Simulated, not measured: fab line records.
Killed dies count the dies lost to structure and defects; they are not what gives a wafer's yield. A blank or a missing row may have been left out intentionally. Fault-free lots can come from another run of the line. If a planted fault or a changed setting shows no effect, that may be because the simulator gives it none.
fab line records | flow sky130
[record] lots = 24 | wafers = 72 | lastDay = 50
route steps=708 shown FIELD_ISO@3 CONTACT@430 METAL1@438 VIA3@596 CAP2M@605
lots that met no fault: from a run of the same line without faults
startH: the number of hours between the record's first day and the start of the first shown wafer of the lot | waitH: time in hours since the lot's previous step | " as in the row above | L1.1+2: a row that stands for several wafers | - no value, or no start was given | * or withheld: withheld | < > ~ a bound
route shown NAME@n: a module of which the file shows steps, and the number in the route of the first | usual: the fault-free wafers' mean and standard deviation | same: alike in all rows | chamber/n: place in a boat | sites: per-site readings | _std_site: the values' standard deviation | _edge_site: outer sites' mean less inner sites' | radiusMm: how far each site lies from the wafer's centre | mask NAME#n: copy n | behind: the last tool/chamber to shape the wafer | hold: why the lot was held/for how many hours/how that ended | device: which transistor (n, p or np) failed to switch | end of line: tests of these same wafers at the route's end | for a step that has no rows: nothing shown but its recipe | killed: the dies lost at the first sort to structure and to defects; this is not the yield of the wafer | map: a wafer's dies, x killed, . not, _ none there
set.NAME: setting as actually run; set.NAME@STEP: the setting as run at that earlier step | model.NAME: the simulator's own value behind a step, which no gauge read
a sample of lots followed through the steps of the route, with each step as a table and each wafer as a row
services: the hour from which a tool's chamber was out of use, counted from the record's first day as startH (under 0 if before that day), plus the number of hours and why
[[steps]]
[step SKY_FIELD_ISO_THK_MEAS_02]
[recipe] reads = SiO2_of_FIELD_ISO_OXIDATION_01
[usual] FIELD_ISO_OXIDATION_00_THK = 11.95/0.24
lot.wafer | tool         | chamber | startH | waitH | FIELD_ISO_OXIDATION_00_THK[nm]
L074.1    | filmMetro-01 | -       | 11.63  | 0.0   | 11.97
L074.4    | "            | -       | "      | "     | 11.72
L074.6    | "            | -       | "      | "     | 11.84
L075.1    | filmMetro-02 | -       | 16.63  | 0.0   | 11.62
L075.3    | "            | -       | "      | "     | 11.57
L075.5    | "            | -       | "      | "     | 11.63
L076.1    | filmMetro-02 | -       | 21.63  | 0.0   | 11.63
L076.2    | "            | -       | "      | "     | 11.49
L076.4    | "            | -       | "      | "     | 11.67
L077.4    | filmMetro-02 | -       | 26.66  | 0.0   | 12.00
L077.5    | "            | -       | "      | "     | 12.12
L077.6    | "            | -       | "      | "     | 11.86
L078.4    | filmMetro-01 | -       | 31.66  | 0.0   | 12.06
L078.5    | "            | -       | "      | "     | 12.03
L078.6    | "            | -       | "      | "     | 11.85
L079.1    | filmMetro-02 | -       | 36.63  | 0.0   | 11.65
L079.2    | "            | -       | "      | "     | 11.54
L079.6    | "            | -       | "      | "     | 11.69
L080.3    | filmMetro-01 | -       | 41.65  | 0.0   | 12.11
L080.4    | "            | -       | "      | "     | 12.21
L080.5    | "            | -       | "      | "     | 12.37
L081.1    | filmMetro-03 | -       | 46.63  | 0.0   | 11.80
L081.3    | "            | -       | "      | "     | 11.70
L081.5    | "            | -       | "      | "     | 11.81
L082.1    | filmMetro-01 | -       | 51.63  | 0.0   | 11.96
L082.4    | "            | -       | "      | "     | 12.00
L082.5    | "            | -       | "      | "     | 11.91
L083.1    | filmMetro-01 | -       | 56.63  | 0.0   | 12.08
L083.2    | "            | -       | "      | "     | 12.04
L083.4    | "            | -       | "      | "     | 12.33
L084.1    | filmMetro-01 | -       | 61.63  | 0.0   | 12.16
L084.2    | "            | -       | "      | "     | 12.28
L084.4    | "            | -       | "      | "     | 12.21
L085.1    | filmMetro-01 | -       | 67.66  | 0.0   | 11.93
L085.2    | "            | -       | "      | "     | 11.84
L085.3    | "            | -       | "      | "     | 11.60
L086.2    | filmMetro-02 | -       | 72.08  | 0.0   | 11.51
L086.4    | "            | -       | "      | "     | 11.57
L086.6    | "            | -       | "      | "     | 11.59
L087.4    | filmMetro-02 | -       | 76.66  | 0.0   | 12.24
L087.5    | "            | -       | "      | "     | 12.00
L087.6    | "            | -       | "      | "     | 12.00
L088.2    | filmMetro-02 | -       | 81.64  | 0.0   | 11.97
L088.3    | "            | -       | "      | "     | 11.85
L088.4    | "            | -       | "      | "     | 11.96
L089.1    | filmMetro-03 | -       | 86.63  | 0.0   | 11.85
L089.3    | "            | -       | "      | "     | 11.80
L089.4    | "            | -       | "      | "     | 11.59
L090.1    | filmMetro-02 | -       | 91.70  | 0.0   | 12.01
L090.4    | "            | -       | "      | "     | 11.96
L090.6    | "            | -       | "      | "     | 12.21
L091.3    | filmMetro-02 | -       | 97.97  | 0.0   | 11.96
L091.5    | "            | -       | "      | "     | 11.97
L091.6    | "            | -       | "      | "     | 12.20
L092.1    | filmMetro-02 | -       | 102.04 | 0.0   | 12.30
L092.3    | "            | -       | "      | "     | 12.11
L092.6    | "            | -       | "      | "     | 12.22
L093.1    | filmMetro-02 | -       | 106.63 | 0.0   | 12.07
L093.4    | "            | -       | "      | "     | 12.18
L093.5    | "            | -       | "      | "     | 12.15
L094.1    | filmMetro-03 | -       | 111.63 | 0.0   | 11.78
L094.2    | "            | -       | "      | "     | 11.60
L094.3    | "            | -       | "      | "     | 11.70
L095.2    | filmMetro-03 | -       | 117.96 | 0.0   | 12.01
L095.3    | "            | -       | "      | "     | 12.22
L095.4    | "            | -       | "      | "     | 12.17
L096.1    | filmMetro-03 | -       | 121.90 | 0.0   | 11.92
L096.5    | "            | -       | "      | "     | 11.92
L096.6    | "            | -       | "      | "     | 12.08
L097.1    | filmMetro-03 | -       | 128.79 | 0.0   | 12.05
L097.4    | "            | -       | "      | "     | 12.24
L097.6    | "            | -       | "      | "     | 12.12
[step SKY_CONTACT_CVD_24]
[recipe] material = W | targetThkNm = 340 | timeS = 102.12 | tempC = 400 | pressureTorr = 40
[usual] heaterPowerW = 916/110
lot.wafer | tool    | chamber | startH | waitH | heaterPowerW
L074.1    | cvdW-01 | 1       | 715.63 | 0.0   | 881
L074.4    | "       | 0       | "      | "     | 968
L074.6    | "       | 1       | "      | "     | 862
L075.1    | cvdW-01 | 1       | 732.99 | 0.0   | 877
L075.3    | "       | 1       | "      | "     | 858
L075.5    | "       | 0       | "      | "     | 1012
L076.1    | cvdW-02 | 0       | 746.90 | 0.0   | 1041
L076.2    | "       | 1       | "      | "     | 748
L076.4    | "       | 1       | "      | "     | 752
L077.4    | cvdW-02 | 1       | 749.56 | 0.1   | 736
L077.5    | "       | 0       | "      | "     | 1004
L077.6    | "       | 1       | "      | "     | 760
L078.4    | cvdW-01 | 0       | 757.63 | 0.1   | 999
L078.5    | "       | 1       | "      | "     | 867
L078.6    | "       | 0       | "      | "     | 987
L079.1    | cvdW-01 | 0       | 772.76 | 0.0   | 966
L079.2    | "       | 1       | "      | "     | 889
L079.6    | "       | 1       | "      | "     | 879
L080.3    | cvdW-02 | 1       | 788.83 | 0.1   | 742
L080.4    | "       | 0       | "      | "     | 1005
L080.5    | "       | 1       | "      | "     | 756
L081.1    | cvdW-02 | 1       | 789.72 | 0.0   | 741
L081.3    | "       | 1       | "      | "     | 737
L081.5    | "       | 1       | "      | "     | 739
L082.1    | cvdW-02 | 1       | 792.56 | 0.0   | 759
L082.4    | "       | 1       | "      | "     | 738
L082.5    | "       | 1       | "      | "     | 736
L083.1    | cvdW-02 | 1       | 819.72 | 0.0   | 753
L083.2    | "       | 0       | "      | "     | 1023
L083.4    | "       | 1       | "      | "     | 748
L084.1    | cvdW-01 | 0       | 825.18 | 0.0   | 1021
L084.2    | "       | 1       | "      | "     | 872
L084.4    | "       | 0       | "      | "     | 1002
L085.1    | cvdW-02 | 1       | 825.97 | 0.0   | 745
L085.2    | "       | 0       | "      | "     | 1030
L085.3    | "       | 0       | "      | "     | 1014
L087.4    | cvdW-01 | 0       | 835.06 | 0.1   | 1001
L087.5    | "       | 0       | "      | "     | 1004
L087.6    | "       | 1       | "      | "     | 887
L086.2    | cvdW-02 | 0       | 839.40 | 0.0   | 1029
L086.4    | "       | 1       | "      | "     | 760
L086.6    | "       | 0       | "      | "     | 1005
L088.2    | cvdW-01 | 1       | 840.81 | 0.0   | 882
L088.3    | "       | 1       | "      | "     | 877
L088.4    | "       | 0       | "      | "     | 993
L089.1    | cvdW-01 | 0       | 851.54 | 0.0   | 1024
L089.3    | "       | 0       | "      | "     | 1017
L089.4    | "       | 1       | "      | "     | 867
L090.1    | cvdW-02 | 1       | 859.42 | 0.0   | 726
L090.4    | "       | 1       | "      | "     | 751
L090.6    | "       | 1       | "      | "     | 757
L091.3    | cvdW-01 | 0       | 872.00 | 0.1   | 1012
L091.5    | "       | 1       | "      | "     | 876
L091.6    | "       | 0       | "      | "     | 1009
L092.1    | cvdW-01 | 1       | 879.59 | 0.0   | 866
L092.3    | "       | 0       | "      | "     | 1017
L092.6    | "       | 1       | "      | "     | 879
L093.1    | cvdW-01 | 1       | 881.83 | 0.0   | 887
L093.4    | "       | 0       | "      | "     | 1024
L093.5    | "       | 0       | "      | "     | 982
L094.1    | cvdW-02 | 1       | 887.50 | 0.0   | 772
L094.2    | "       | 0       | "      | "     | 1004
L094.3    | "       | 0       | "      | "     | 1048
L095.2    | cvdW-01 | 0       | 895.28 | 0.0   | 1016
L095.3    | "       | 0       | "      | "     | 1017
L095.4    | "       | 1       | "      | "     | 870
L096.1    | cvdW-01 | 0       | 902.52 | 0.0   | 1011
L096.5    | "       | 1       | "      | "     | 869
L096.6    | "       | 0       | "      | "     | 988
L097.1    | cvdW-02 | 0       | 911.32 | 0.0   | 1026
L097.4    | "       | 0       | "      | "     | 1015
L097.6    | "       | 1       | "      | "     | 764
[step SKY_METAL1_SPUTTER_04]
[recipe] material = TiN | targetThkNm = 70 | powerW = 6500 | timeS = 58.3 | chamberPressurePa = 0.4
[usual] throttleValvePct = 30.0/1
lot.wafer | tool          | chamber | startH | waitH | throttleValvePct
L074.1    | pvdSputter-04 | -       | 716.31 | 0.0   | 29.9
L074.4    | "             | -       | "      | "     | 30.1
L074.6    | "             | -       | "      | "     | 28.1
L075.1    | pvdSputter-02 | -       | 733.67 | 0.0   | 29.1
L075.3    | "             | -       | "      | "     | 31.3
L075.5    | "             | -       | "      | "     | 31.1
L076.1    | pvdSputter-01 | -       | 747.58 | 0.0   | 29.0
L076.2    | "             | -       | "      | "     | 29.8
L076.4    | "             | -       | "      | "     | 31.6
L077.4    | pvdSputter-04 | -       | 750.20 | 0.0   | 29.9
L077.5    | "             | -       | "      | "     | 28.1
L077.6    | "             | -       | "      | "     | 30.6
L078.4    | pvdSputter-04 | -       | 758.27 | 0.0   | 30.1
L078.5    | "             | -       | "      | "     | 28.1
L078.6    | "             | -       | "      | "     | 30.1
L079.1    | pvdSputter-01 | -       | 773.44 | 0.0   | 29.1
L079.2    | "             | -       | "      | "     | 30.8
L079.6    | "             | -       | "      | "     | 30.9
L080.3    | pvdSputter-04 | -       | 789.47 | 0.0   | 30.4
L080.4    | "             | -       | "      | "     | 30.4
L080.5    | "             | -       | "      | "     | 27.7
L081.1    | pvdSputter-02 | -       | 790.40 | 0.0   | 29.7
L081.3    | "             | -       | "      | "     | 31.1
L081.5    | "             | -       | "      | "     | 31.2
L082.1    | pvdSputter-04 | -       | 793.24 | 0.0   | 30.6
L082.4    | "             | -       | "      | "     | 30.2
L082.5    | "             | -       | "      | "     | 29.9
L083.1    | pvdSputter-01 | -       | 820.40 | 0.0   | 31.1
L083.2    | "             | -       | "      | "     | 29.1
L083.4    | "             | -       | "      | "     | 29.9
L084.1    | pvdSputter-01 | -       | 825.87 | 0.0   | 29.1
L084.2    | "             | -       | "      | "     | 31.1
L084.4    | "             | -       | "      | "     | 29.8
L085.1    | pvdSputter-04 | -       | 826.65 | 0.0   | 30.1
L085.2    | "             | -       | "      | "     | 30.0
L085.3    | "             | -       | "      | "     | 30.7
L087.4    | pvdSputter-02 | -       | 835.70 | 0.0   | 31.2
L087.5    | "             | -       | "      | "     | 30.6
L087.6    | "             | -       | "      | "     | 30.1
L086.2    | pvdSputter-02 | -       | 840.32 | 0.0   | 30.6
L086.4    | "             | -       | "      | "     | 29.3
L086.6    | "             | -       | "      | "     | 29.3
L088.2    | pvdSputter-01 | -       | 841.49 | 0.0   | 29.5
L088.3    | "             | -       | "      | "     | 31.1
L088.4    | "             | -       | "      | "     | 28.8
L089.1    | pvdSputter-01 | -       | 852.22 | 0.0   | 31.0
L089.3    | "             | -       | "      | "     | 29.8
L089.4    | "             | -       | "      | "     | 29.0
L090.1    | pvdSputter-04 | -       | 860.10 | 0.0   | 30.6
L090.4    | "             | -       | "      | "     | 30.2
L090.6    | "             | -       | "      | "     | 28.0
L091.3    | pvdSputter-01 | -       | 872.64 | 0.0   | 30.7
L091.5    | "             | -       | "      | "     | 31.1
L091.6    | "             | -       | "      | "     | 30.0
L092.1    | pvdSputter-04 | -       | 880.27 | 0.0   | 27.9
L092.3    | "             | -       | "      | "     | 30.3
L092.6    | "             | -       | "      | "     | 27.8
L093.1    | pvdSputter-04 | -       | 882.51 | 0.0   | 30.3
L093.4    | "             | -       | "      | "     | 30.1
L093.5    | "             | -       | "      | "     | 30.2
L094.1    | pvdSputter-02 | -       | 888.18 | 0.0   | 30.6
L094.2    | "             | -       | "      | "     | 31.3
L094.3    | "             | -       | "      | "     | 29.3
L095.2    | pvdSputter-02 | -       | 895.96 | 0.0   | 29.2
L095.3    | "             | -       | "      | "     | 30.6
L095.4    | "             | -       | "      | "     | 31.0
L096.1    | pvdSputter-02 | -       | 903.20 | 0.0   | 29.2
L096.5    | "             | -       | "      | "     | 29.4
L096.6    | "             | -       | "      | "     | 31.1
L097.1    | pvdSputter-04 | -       | 912.01 | 0.0   | 30.2
L097.4    | "             | -       | "      | "     | 30.7
L097.6    | "             | -       | "      | "     | 30.1
[step SKY_METAL1_THK_MEAS_06]
[recipe] thkMeasGauge = xrf | reads = AlCu_of_METAL1_SPUTTER_02
[usual] METAL1_ALCU_THK = 249/3.9
lot.wafer | tool         | chamber | startH | waitH | METAL1_ALCU_THK[nm]
L074.1    | filmMetro-02 | -       | 716.48 | 0.1   | 246
L074.4    | "            | -       | "      | "     | 248
L074.6    | "            | -       | "      | "     | 246
L075.1    | filmMetro-01 | -       | 733.84 | 0.1   | 246
L075.3    | "            | -       | "      | "     | 243
L075.5    | "            | -       | "      | "     | 243
L076.1    | filmMetro-01 | -       | 747.75 | 0.1   | 252
L076.2    | "            | -       | "      | "     | 253
L076.4    | "            | -       | "      | "     | 249
L077.4    | filmMetro-02 | -       | 750.40 | 0.1   | 250
L077.5    | "            | -       | "      | "     | 247
L077.6    | "            | -       | "      | "     | 254
L078.4    | filmMetro-02 | -       | 758.47 | 0.1   | 252
L078.5    | "            | -       | "      | "     | 246
L078.6    | "            | -       | "      | "     | 245
L079.1    | filmMetro-02 | -       | 773.61 | 0.1   | 254
L079.2    | "            | -       | "      | "     | 252
L079.6    | "            | -       | "      | "     | 254
L080.3    | filmMetro-02 | -       | 789.66 | 0.1   | 251
L080.4    | "            | -       | "      | "     | 252
L080.5    | "            | -       | "      | "     | 249
L081.1    | filmMetro-02 | -       | 790.57 | 0.1   | 256
L081.3    | "            | -       | "      | "     | 250
L081.5    | "            | -       | "      | "     | 251
L082.1    | filmMetro-01 | -       | 793.41 | 0.1   | 252
L082.4    | "            | -       | "      | "     | 243
L082.5    | "            | -       | "      | "     | 251
L083.1    | filmMetro-01 | -       | 820.57 | 0.1   | 252
L083.2    | "            | -       | "      | "     | 256
L083.4    | "            | -       | "      | "     | 258
L084.1    | filmMetro-01 | -       | 826.03 | 0.1   | 248
L084.2    | "            | -       | "      | "     | 248
L084.4    | "            | -       | "      | "     | 252
L085.1    | filmMetro-02 | -       | 826.82 | 0.1   | 250
L085.2    | "            | -       | "      | "     | 239
L085.3    | "            | -       | "      | "     | 247
L087.4    | filmMetro-02 | -       | 835.90 | 0.1   | 243
L087.5    | "            | -       | "      | "     | 244
L087.6    | "            | -       | "      | "     | 247
L086.2    | filmMetro-01 | -       | 840.50 | 0.1   | 247
L086.4    | "            | -       | "      | "     | 247
L086.6    | "            | -       | "      | "     | 247
L088.2    | filmMetro-04 | -       | 841.67 | 0.1   | 250
L088.3    | "            | -       | "      | "     | 249
L088.4    | "            | -       | "      | "     | 249
L089.1    | filmMetro-01 | -       | 852.39 | 0.1   | 251
L089.3    | "            | -       | "      | "     | 254
L089.4    | "            | -       | "      | "     | 252
L090.1    | filmMetro-04 | -       | 860.27 | 0.1   | 248
L090.4    | "            | -       | "      | "     | 241
L090.6    | "            | -       | "      | "     | 244
L091.3    | filmMetro-02 | -       | 872.83 | 0.1   | 246
L091.5    | "            | -       | "      | "     | 246
L091.6    | "            | -       | "      | "     | 251
L092.1    | filmMetro-01 | -       | 880.44 | 0.1   | 249
L092.3    | "            | -       | "      | "     | 253
L092.6    | "            | -       | "      | "     | 250
L093.1    | filmMetro-02 | -       | 882.68 | 0.1   | 243
L093.4    | "            | -       | "      | "     | 254
L093.5    | "            | -       | "      | "     | 254
L094.1    | filmMetro-01 | -       | 888.35 | 0.1   | 248
L094.2    | "            | -       | "      | "     | 246
L094.3    | "            | -       | "      | "     | 244
L095.2    | filmMetro-02 | -       | 896.14 | 0.1   | 243
L095.3    | "            | -       | "      | "     | 246
L095.4    | "            | -       | "      | "     | 248
L096.1    | filmMetro-01 | -       | 903.37 | 0.1   | 247
L096.5    | "            | -       | "      | "     | 248
L096.6    | "            | -       | "      | "     | 252
L097.1    | filmMetro-04 | -       | 912.17 | 0.1   | 251
L097.4    | "            | -       | "      | "     | 252
L097.6    | "            | -       | "      | "     | 242
[step SKY_VIA3_THK_MEAS_23]
[recipe] thkMeasGauge = xrf | reads = W_of_VIA3_CVD_21
[usual] VIA3_W_THK = 377/7.5
lot.wafer | tool         | chamber | startH  | waitH | VIA3_W_THK[nm]
L074.1    | filmMetro-04 | -       | 917.84  | 0.1   | 379
L074.4    | "            | -       | "       | "     | 382
L074.6    | "            | -       | "       | "     | 382
L075.1    | filmMetro-04 | -       | 931.69  | 0.1   | 379
L075.3    | "            | -       | "       | "     | 387
L075.5    | "            | -       | "       | "     | 383
L076.1    | filmMetro-01 | -       | 943.31  | 0.1   | 378
L076.2    | "            | -       | "       | "     | 378
L076.4    | "            | -       | "       | "     | 377
L077.4    | filmMetro-01 | -       | 947.20  | 0.1   | 378
L077.5    | "            | -       | "       | "     | 380
L077.6    | "            | -       | "       | "     | 385
L078.4    | filmMetro-03 | -       | 953.35  | 0.1   | 387
L078.5    | "            | -       | "       | "     | 389
L078.6    | "            | -       | "       | "     | 384
L079.1    | filmMetro-01 | -       | 967.48  | 0.1   | 373
L079.2    | "            | -       | "       | "     | 378
L079.6    | "            | -       | "       | "     | 376
L080.3    | filmMetro-04 | -       | 981.81  | 0.1   | 381
L080.4    | "            | -       | "       | "     | 377
L080.5    | "            | -       | "       | "     | 379
L081.1    | filmMetro-04 | -       | 984.53  | 0.1   | 376
L081.3    | "            | -       | "       | "     | 380
L081.5    | "            | -       | "       | "     | 379
L082.1    | filmMetro-01 | -       | 985.87  | 0.1   | 379
L082.4    | "            | -       | "       | "     | 375
L082.5    | "            | -       | "       | "     | 376
L083.1    | filmMetro-01 | -       | 1008.56 | 0.1   | 366
L083.2    | "            | -       | "       | "     | 365
L083.4    | "            | -       | "       | "     | 367
L084.1    | filmMetro-01 | -       | 1011.99 | 0.1   | 371
L084.2    | "            | -       | "       | "     | 364
L084.4    | "            | -       | "       | "     | 372
L085.1    | filmMetro-01 | -       | 1013.94 | 0.1   | 370
L085.2    | "            | -       | "       | "     | 372
L085.3    | "            | -       | "       | "     | 377
L087.4    | filmMetro-01 | -       | 1020.02 | 0.1   | 364
L087.5    | "            | -       | "       | "     | 368
L087.6    | "            | -       | "       | "     | 360
L086.2    | filmMetro-01 | -       | 1023.91 | 0.1   | 370
L086.4    | "            | -       | "       | "     | 379
L086.6    | "            | -       | "       | "     | 374
L088.2    | filmMetro-04 | -       | 1026.40 | 0.1   | 383
L088.3    | "            | -       | "       | "     | 382
L088.4    | "            | -       | "       | "     | 374
L089.1    | filmMetro-03 | -       | 1034.89 | 0.1   | 371
L089.3    | "            | -       | "       | "     | 375
L089.4    | "            | -       | "       | "     | 382
L090.1    | filmMetro-03 | -       | 1043.20 | 0.1   | 370
L090.4    | "            | -       | "       | "     | 377
L090.6    | "            | -       | "       | "     | 383
L091.3    | filmMetro-04 | -       | 1051.73 | 0.1   | 384
L091.5    | "            | -       | "       | "     | 376
L091.6    | "            | -       | "       | "     | 383
L092.1    | filmMetro-04 | -       | 1057.24 | 0.1   | 381
L092.3    | "            | -       | "       | "     | 381
L092.6    | "            | -       | "       | "     | 383
L093.1    | filmMetro-01 | -       | 1058.02 | 0.1   | 377
L093.4    | "            | -       | "       | "     | 372
L093.5    | "            | -       | "       | "     | 379
L094.1    | filmMetro-03 | -       | 1062.78 | 0.1   | 396
L094.2    | "            | -       | "       | "     | 390
L094.3    | "            | -       | "       | "     | 395
L095.2    | filmMetro-03 | -       | 1069.07 | 0.1   | 372
L095.3    | "            | -       | "       | "     | 371
L095.4    | "            | -       | "       | "     | 372
L096.1    | filmMetro-03 | -       | 1074.69 | 0.1   | 385
L096.5    | "            | -       | "       | "     | 388
L096.6    | "            | -       | "       | "     | 390
L097.1    | filmMetro-03 | -       | 1084.44 | 0.1   | 374
L097.4    | "            | -       | "       | "     | 371
L097.6    | "            | -       | "       | "     | 369
[step SKY_CAP2M_SPUTTER_02]
[recipe] material = TiN | targetThkNm = 200 | tempC = 300 | powerW = 6500 | timeS = 166.7 | chamberPressurePa = 0.4
[usual] throttleValvePct = 30.3/0.86
lot.wafer | tool          | chamber | startH  | waitH | throttleValvePct
L074.1    | pvdSputter-01 | -       | 918.43  | 0.1   | 29.0
L074.4    | "             | -       | "       | "     | 29.6
L074.6    | "             | -       | "       | "     | 31.2
L075.1    | pvdSputter-02 | -       | 932.29  | 0.1   | 30.9
L075.3    | "             | -       | "       | "     | 30.6
L075.5    | "             | -       | "       | "     | 31.2
L076.1    | pvdSputter-01 | -       | 943.90  | 0.1   | 30.0
L076.2    | "             | -       | "       | "     | 29.2
L076.4    | "             | -       | "       | "     | 31.2
L077.4    | pvdSputter-02 | -       | 947.78  | 0.0   | 30.0
L077.5    | "             | -       | "       | "     | 30.5
L077.6    | "             | -       | "       | "     | 29.0
L078.4    | pvdSputter-02 | -       | 953.92  | 0.0   | 29.5
L078.5    | "             | -       | "       | "     | 30.2
L078.6    | "             | -       | "       | "     | 30.3
L079.1    | pvdSputter-01 | -       | 968.08  | 0.1   | 29.6
L079.2    | "             | -       | "       | "     | 29.1
L079.6    | "             | -       | "       | "     | 29.5
L080.3    | pvdSputter-02 | -       | 982.39  | 0.0   | 29.9
L080.4    | "             | -       | "       | "     | 30.5
L080.5    | "             | -       | "       | "     | 30.7
L081.1    | pvdSputter-01 | -       | 985.14  | 0.1   | 31.3
L081.3    | "             | -       | "       | "     | 31.8
L081.5    | "             | -       | "       | "     | 29.0
L082.1    | pvdSputter-02 | -       | 986.49  | 0.1   | 30.3
L082.4    | "             | -       | "       | "     | 30.1
L082.5    | "             | -       | "       | "     | 29.8
L083.1    | pvdSputter-02 | -       | 1009.17 | 0.1   | 31.1
L083.2    | "             | -       | "       | "     | 29.4
L083.4    | "             | -       | "       | "     | 30.5
L084.1    | pvdSputter-02 | -       | 1012.60 | 0.1   | 31.2
L084.2    | "             | -       | "       | "     | 30.2
L084.4    | "             | -       | "       | "     | 30.4
L085.1    | pvdSputter-02 | -       | 1014.54 | 0.1   | 29.5
L085.2    | "             | -       | "       | "     | 30.1
L085.3    | "             | -       | "       | "     | 30.3
L087.4    | pvdSputter-04 | -       | 1020.60 | 0.0   | 27.7
L087.5    | "             | -       | "       | "     | 30.1
L087.6    | "             | -       | "       | "     | 30.4
L086.2    | pvdSputter-02 | -       | 1024.49 | 0.0   | 30.0
L086.4    | "             | -       | "       | "     | 30.9
L086.6    | "             | -       | "       | "     | 29.2
L088.2    | pvdSputter-01 | -       | 1026.98 | 0.0   | 31.5
L088.3    | "             | -       | "       | "     | 29.2
L088.4    | "             | -       | "       | "     | 31.0
L089.1    | pvdSputter-04 | -       | 1035.50 | 0.1   | 30.4
L089.3    | "             | -       | "       | "     | 28.1
L089.4    | "             | -       | "       | "     | 30.0
L090.1    | pvdSputter-01 | -       | 1043.79 | 0.1   | 29.3
L090.4    | "             | -       | "       | "     | 31.3
L090.6    | "             | -       | "       | "     | 31.0
L091.3    | pvdSputter-02 | -       | 1052.31 | 0.0   | 30.7
L091.5    | "             | -       | "       | "     | 29.5
L091.6    | "             | -       | "       | "     | 30.6
L092.1    | pvdSputter-02 | -       | 1057.83 | 0.1   | 30.1
L092.3    | "             | -       | "       | "     | 29.4
L092.6    | "             | -       | "       | "     | 31.1
L093.1    | pvdSputter-01 | -       | 1058.62 | 0.1   | 31.5
L093.4    | "             | -       | "       | "     | 31.0
L093.5    | "             | -       | "       | "     | 29.2
L094.1    | pvdSputter-01 | -       | 1063.49 | 0.1   | 31.5
L094.2    | "             | -       | "       | "     | 29.1
L094.3    | "             | -       | "       | "     | 30.9
L095.2    | pvdSputter-04 | -       | 1069.65 | 0.0   | 30.5
L095.3    | "             | -       | "       | "     | 29.9
L095.4    | "             | -       | "       | "     | 30.0
L096.1    | pvdSputter-02 | -       | 1075.29 | 0.1   | 30.6
L096.5    | "             | -       | "       | "     | 30.4
L096.6    | "             | -       | "       | "     | 29.3
L097.1    | pvdSputter-01 | -       | 1089.15 | 0.1   | 29.7
L097.4    | "             | -       | "       | "     | 31.8
L097.6    | "             | -       | "       | "     | 29.7
[[services]]
tool          | chamber | startH  | hours | kind
cvdW-02       | 0       | 699.32  | 6.8   | repair
pvdSputter-02 | -       | 720.17  | 3.7   | repair
pvdSputter-04 | -       | 741.28  | 2.0   | repair
pvdSputter-02 | -       | 748.89  | 26.0  | repair
pvdSputter-02 | -       | 753.30  | 1.8   | repair
cvdW-01       | -       | 779.32  | 6.0   | pm
cvdW-02       | 1       | 779.55  | 5.0   | repair
cvdW-01       | -       | 785.32  | 14.6  | pm
pvdSputter-02 | -       | 820.24  | 9.1   | repair
pvdSputter-01 | -       | 828.92  | 1.6   | repair
pvdSputter-01 | -       | 838.44  | 1.7   | repair
pvdSputter-02 | -       | 869.68  | 1.7   | repair
cvdW-01       | -       | 899.44  | 2.8   | pm
cvdW-02       | -       | 902.26  | 6.0   | pm
cvdW-01       | -       | 904.09  | 14.0  | pm
pvdSputter-02 | -       | 911.63  | 2.6   | repair
pvdSputter-01 | -       | 927.11  | 4.4   | repair
pvdSputter-02 | -       | 939.71  | 6.3   | repair
pvdSputter-01 | -       | 997.86  | 2.1   | repair
pvdSputter-02 | -       | 1005.55 | 2.5   | repair
cvdW-01       | -       | 1024.82 | 7.3   | repair
pvdSputter-04 | -       | 1029.51 | 2.6   | repair
cvdW-01       | -       | 1066.52 | 2.0   | repair
pvdSputter-01 | -       | 1079.96 | 1.0   | repair
[[key]]
fault none
